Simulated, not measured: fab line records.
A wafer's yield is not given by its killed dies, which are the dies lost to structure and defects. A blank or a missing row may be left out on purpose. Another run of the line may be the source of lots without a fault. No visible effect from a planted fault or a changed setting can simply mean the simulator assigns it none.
Code-filled problem report in 8D (eight disciplines) form / flow gf180mcu / the parts of the form that need people (team, actions taken, sign-off) are left out

== 1. THE PROBLEM ==
SALICIDE_TIN_RS at GF_SALICIDE_RS_MEAS_04 reads a mean of 21.7 ohm/sq on 3 wafers of 2 lots; wafers without a fault read 16.4 ohm/sq with a standard deviation of 0.37. That is +14 standard deviations from the usual mean.
The step: measures by four-point-probe.
The first sign was on wafer L729.2 at day 20 07:17, on filmMetro-04. At this step, 42 wafers from 14 lots have a number in the record. Rule for "out" (also "out of limits"): further than 4 standard deviations from the usual mean. The other wafers with a number count as sound.

== 2. WHAT IT IS, WHAT IT ISN'T ==
question=which readings at this step | is=SALICIDE_TIN_RS | is not=-
question=which lots | is=L729, L731 | is not=L717, L718, L719, L720, L721, L722, L723, L726, L727, L728, L738, L740
question=which wafers of those lots | is=L729.2, L731.2, L731.3 | is not=L729.4, L729.5, L731.4
question=read on which gauges | is=filmMetro-04 | is not=filmMetro-02, filmMetro-03
question=when | is=from day 20 07:17 | is not=up to then (32 sound wafers); but 7 sound wafers of L731, L738, L740 came after

== 3. WHAT RULES OUT EACH SUSPECT ==
Counting: a tool at a process step up to the reading stays a suspect if it ran every lot that is out. Sound lots after the first of them don't rule it out here, since some wafers of a struck lot are sound.
- the gauge at GF_SALICIDE_RS_MEAS_04: kept. All the wafers that are out were read on filmMetro-04, and no step on other tools shows them out.
- pvdSputter-04 at GF_SALICIDE_SPUTTER_02 (material Co, target thk 10 nm, time 20 s): kept. Ran every lot that is out, first one L729 (day 20 07:13); last sound lot up to then L728 (day 19 14:05).
After counting, pvdSputter-04 at GF_SALICIDE_SPUTTER_02 and filmMetro-04 at GF_SALICIDE_RS_MEAS_04 remain.

== 4. THE CAUSE (what the simulator had put in) ==
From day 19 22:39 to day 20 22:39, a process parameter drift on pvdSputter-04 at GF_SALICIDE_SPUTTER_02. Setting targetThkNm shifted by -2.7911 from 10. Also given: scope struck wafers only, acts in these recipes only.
Of the 2 suspects that counting leaves, this tool is one.

== 5. THE EFFECT CHAIN, in route order ==
Each row: a reading where the mean over the struck wafers with a number is more than 3 standard deviations away from the usual. Readings are gone through only where the record gives a usual standard deviation; hours: the median, over the lots, of the time from a lot's start at the first step in this table giving one to that lot's start at this step; sigmas: the change measured in usual standard deviations.
hours=0; step=GF_SALICIDE_RS_MEAS_04; reading=SALICIDE_TIN_RS; usual=16.4 ohm/sq; on struck wafers=21.7; change=+5.3; sigmas=+14
Later measuring or inspecting steps at which every struck wafer that the step has a row for has a number for every such reading, and none has moved that far: GF_CONTACT_THK_MEAS_03.

== 6. HOW IT WOULD HAVE BEEN CAUGHT EARLIER ==
In this record the first reading out of limits at a measuring or inspecting step was taken at day 20 07:17, 9 hours after the fault began at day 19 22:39.
No tool reading at GF_SALICIDE_SPUTTER_02 that has a usual standard deviation in the record was out on any struck wafer, so an alarm limit of 4 standard deviations on those readings would not have fired.
Of the lots that are out (2), L731 began GF_SALICIDE_SPUTTER_02 on pvdSputter-04 after day 20 07:17. Had the tool been put on hold then, it would have been spared.
